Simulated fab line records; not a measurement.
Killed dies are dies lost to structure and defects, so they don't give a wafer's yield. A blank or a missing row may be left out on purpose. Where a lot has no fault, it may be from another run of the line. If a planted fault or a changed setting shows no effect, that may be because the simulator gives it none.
Chamber matching :: flow sky130 :: rieDiel-02 running SKY_POLY_CUT_ETCH_10: 4 sister chambers
The step etches BARC in N2/H2, stops on SiO2, time 45.9 s, target depth 60 nm. 8 wafers are shown with their chamber, then 7 later ones without.

EACH WAFER AND ITS CHAMBER
wafer: L076.5
chamber: 2
throttleValvePct (%): 13.214
n2FlowSccm (sccm): 100.68

wafer: L084.1
chamber: 2
throttleValvePct (%): 13.228
n2FlowSccm (sccm): 100.08

wafer: L085.5
chamber: 1
throttleValvePct (%): 13.221
n2FlowSccm (sccm): 99.89

wafer: L087.2
chamber: 3
throttleValvePct (%): 13.201
n2FlowSccm (sccm): 100.06

wafer: L087.3
chamber: 0
throttleValvePct (%): 13.231
n2FlowSccm (sccm): 100.30

wafer: L087.5
chamber: 0
throttleValvePct (%): 13.231
n2FlowSccm (sccm): 99.86

wafer: L093.2
chamber: 3
throttleValvePct (%): 13.230
n2FlowSccm (sccm): 100.02

wafer: L093.3
chamber: 1
throttleValvePct (%): 13.220
n2FlowSccm (sccm): 99.70

WAFERS WITH NO CHAMBER GIVEN
wafer: L093.4
throttleValvePct (%): 13.210
n2FlowSccm (sccm): 100.00

wafer: L095.1
throttleValvePct (%): 13.233
n2FlowSccm (sccm): 100.11

wafer: L095.3
throttleValvePct (%): 13.221
n2FlowSccm (sccm): 100.17

wafer: L095.4
throttleValvePct (%): 13.214
n2FlowSccm (sccm): 99.65

wafer: L096.4
throttleValvePct (%): 13.232
n2FlowSccm (sccm): 99.82

wafer: L096.5
throttleValvePct (%): 13.236
n2FlowSccm (sccm): 100.14

wafer: L096.6
throttleValvePct (%): 13.241
n2FlowSccm (sccm): 99.58

WHICH CHAMBER EACH WENT THROUGH
wafer: L093.4
from the rows above: can't be placed: 3 or 1 or 2 or 0
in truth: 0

wafer: L095.1
from the rows above: can't be placed: 0 or 2 or 3 or 1
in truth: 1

wafer: L095.3
from the rows above: can't be placed: 3 or 2 or 0 or 1
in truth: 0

wafer: L095.4
from the rows above: can't be placed: 1 or 3 or 0 or 2
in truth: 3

wafer: L096.4
from the rows above: can't be placed: 0 or 1 or 3 or 2
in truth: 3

wafer: L096.5
from the rows above: can't be placed: 0 or 2 or 3 or 1
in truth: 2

wafer: L096.6
from the rows above: can't be placed: 1 or 0 or 3 or 2
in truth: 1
Placed correctly: 0 of 7. Cannot be placed on the basis of these rows: 7; the candidates contain the true chamber in 7. Wrongly placed: 0.
How it was worked out, from the rows above alone: a wafer's distance from a chamber is the root of the sum, over the readings, of the square of ((its reading less the chamber's mean) divided by the reading's scatter). If the next closest chamber is less than 2 further off than the closest, the wafer can't be placed; otherwise it belongs to the closest. A chamber's mean is the mean of its shown wafers. The scatter: the root of (the sum of the squares of (reading less its chamber's mean) over the shown wafers, divided by (wafers less chambers)).
